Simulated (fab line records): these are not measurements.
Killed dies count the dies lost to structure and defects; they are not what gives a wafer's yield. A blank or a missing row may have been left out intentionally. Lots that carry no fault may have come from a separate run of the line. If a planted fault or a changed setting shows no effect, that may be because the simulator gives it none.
Which of the tools did it? + flow gf180mcu + Sampling: 6 lots, 18 wafers, 2 of 602 route steps

== WHAT THE GAUGES READ, wafer by wafer ==
GF_V4_RS_MEAS_24: uses a four-point probe to measure.
| lot  | measured     | on            | V4_W_RS (ohm/sq)  |
|------|--------------|---------------|-------------------|
| L402 | day 25 02:47 | film_metro-03 | 0.327 0.326 0.326 |
| L405 | day 26 04:01 | film_metro-02 | 0.327 0.332 0.324 |
| L410 | day 28 01:50 | film_metro-03 | 0.330 0.331 0.322 |
| L413 | day 28 19:29 | film_metro-02 | 0.322 0.322 0.329 |
| L420 | day 30 20:42 | film_metro-04 | 0.311 0.306 0.312 |
| L423 | day 31 17:49 | film_metro-03 | 0.330 0.325 0.327 |

== EACH LOT AND THE TOOL THAT RAN IT (in order: tool; ch and the chambers of the sampled wafers; start) ==
| lot  | GF_V4_CVD_23                  |
|------|-------------------------------|
| L402 | cvd_w-01 ch 0, day 25 02:35   |
| L405 | cvd_w-01 ch 0,1, day 26 03:53 |
| L410 | cvd_w-01 ch 0,1, day 28 01:42 |
| L413 | cvd_w-01 ch 0,1, day 28 19:22 |
| L420 | cvd_w-02 ch 0,1, day 30 20:35 |
| L423 | cvd_w-01 ch 0,1, day 31 17:42 |
- GF_V4_CVD_23: deposits W, target thk 350 nm, time 104.9 s.

== THE ANSWER, worked out from the rows above alone ==
Rule: the usual values come from the lots themselves. The widest of any qualifying gaps counts: lots, ordered by their means at a reading, are off when they make up no more than a third of the lots, leave a main group of 4 or more, and stand apart from it by 3 or more times the standard deviation of that group's means. Not used: any main group whose means are identical at the precision the tables above print for the reading. A lot without any number at a reading at which 4 lots or more have one is off too. Any other lot the step has rows for is counted as sound.
Off: at GF_V4_RS_MEAS_24 (V4_W_RS), L420. The main group: mean 0.327 ohm/sq, standard deviation 0.0013.
A tool fits if, at a process step before that reading, it ran every lot that is off, and no sound lot after the first of them. Gauges at GF_V4_RS_MEAS_24: tried the same way as those tools. This does not decide it: 2 tools fit, namely cvd_w-02 at GF_V4_CVD_23 and film_metro-04 at GF_V4_RS_MEAS_24.

== WHAT THE SIMULATOR HAD PUT IN ==
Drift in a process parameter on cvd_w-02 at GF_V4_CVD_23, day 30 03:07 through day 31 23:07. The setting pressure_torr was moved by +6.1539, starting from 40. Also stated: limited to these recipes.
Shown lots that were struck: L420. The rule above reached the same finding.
